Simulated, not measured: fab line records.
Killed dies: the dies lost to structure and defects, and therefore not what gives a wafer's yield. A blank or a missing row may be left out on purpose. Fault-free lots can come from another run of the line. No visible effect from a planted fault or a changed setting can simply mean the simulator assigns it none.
2 desks looking at one fault || flow gf180mcu || every desk sees just its own numbers, and what lay behind them comes last

## FOR THE TOOL OWNER'S DESK: pecvd-04
The tool's own readings at GF_CONTACT_CVD_02 (deposits SiO2 from TEOS, target thk 860 nm, time 95.992 s): means of the sampled wafers that have a number, for each lot that ran on this tool. Marked OUT: a lot whose mean sits more than 4 standard deviations from the usual mean, which makes it out of limits; the brackets give that distance.
Columns: A = heaterPowerW at GF_CONTACT_CVD_02, usual 625 W
{"lot": "L643", "first seen here": "day 15 12:45", "A": 596}
{"lot": "L652", "first seen here": "day 20 00:17", "A": 556}
{"lot": "L653", "first seen here": "day 20 05:22", "A": 666}
{"lot": "L664", "first seen here": "day 23 05:10", "A": 662}
Result from this desk: across the 4 lots, nothing is out of limits.

## FROM THE METROLOGY DESK
What the gauges read, lot by lot, whatever tool the lot ran on: means of the sampled wafers that have a number. Marked OUT: a lot whose mean sits more than 4 standard deviations from the usual mean, which makes it out of limits; the brackets give that distance.
Columns: A = cdNm at GF_PSD_CD_MEAS_07, usual 400.5 nm; B = cdNm at GF_SAB_CD_MEAS_09, usual 419.1 nm; C = CONTACT_CVD_02_THK at GF_CONTACT_THK_MEAS_03, usual 862 nm; D = cdNm at GF_CONTACT_CD_MEAS_14, usual 219.5 nm
{"lot": "L642", "first seen here": "day 14 04:35", "A": 402.3, "B": 418.8, "C": 868, "D": 221.4}
{"lot": "L643", "first seen here": "day 14 13:45", "A": 402.2, "B": 417.7, "C": 848, "D": 219.7}
{"lot": "L644", "first seen here": "day 15 00:05", "A": 401.0, "B": 418.3, "C": 864, "D": 218.2}
{"lot": "L645", "first seen here": "day 15 10:53", "A": 401.0, "B": 420.0, "C": 873, "D": 220.5}
{"lot": "L651", "first seen here": "day 18 11:10", "A": 399.6, "B": 420.8, "C": 863, "D": 220.4}
{"lot": "L652", "first seen here": "day 18 22:01", "A": 400.7, "B": 418.9, "C": "985 (+13) OUT", "D": 219.2}
{"lot": "L653", "first seen here": "day 19 02:47", "A": 399.8, "B": 418.5, "C": "989 (+13) OUT", "D": 218.0}
{"lot": "L655", "first seen here": "day 20 04:37", "A": 400.3, "B": 418.9, "C": 861, "D": 220.0}
{"lot": "L657", "first seen here": "day 20 12:28", "A": 400.2, "B": 421.6, "C": 859, "D": 217.4}
{"lot": "L661", "first seen here": "day 21 00:35", "A": 401.0, "B": 415.3, "C": 855, "D": 220.3}
{"lot": "L660", "first seen here": "day 21 07:40", "A": 400.4, "B": 420.2, "C": 859, "D": 218.3}
{"lot": "L662", "first seen here": "day 21 15:47", "A": 398.7, "B": 417.7, "C": 863, "D": 219.2}
{"lot": "L664", "first seen here": "day 22 03:49", "A": 399.1, "B": 421.8, "C": 855, "D": 219.3}
Per this desk, out of limits: L652, L653; the first was L652, day 20 00:22 (CONTACT_CVD_02_THK at GF_CONTACT_THK_MEAS_03). Within limits: L642, L643, L644, L645, L651, L655, L657, L661, L660, L662, L664.

## BROUGHT TOGETHER
At day 20 00:22 the metrology desk could have sounded an alarm, on L652, L653.
The desk of the tool owner found nothing out of limits.
On record at the tool owner's desk: L652, L653, within its limits.
On pecvd-04, each named lot ran GF_CONTACT_CVD_02.

## WHAT THE SIMULATOR HAD PUT IN
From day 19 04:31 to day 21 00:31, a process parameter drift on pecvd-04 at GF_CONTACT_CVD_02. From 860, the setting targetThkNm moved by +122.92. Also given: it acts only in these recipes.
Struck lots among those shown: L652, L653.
Delay in hours, fault start to first out-of-limits reading, per desk: metrology desk 20.
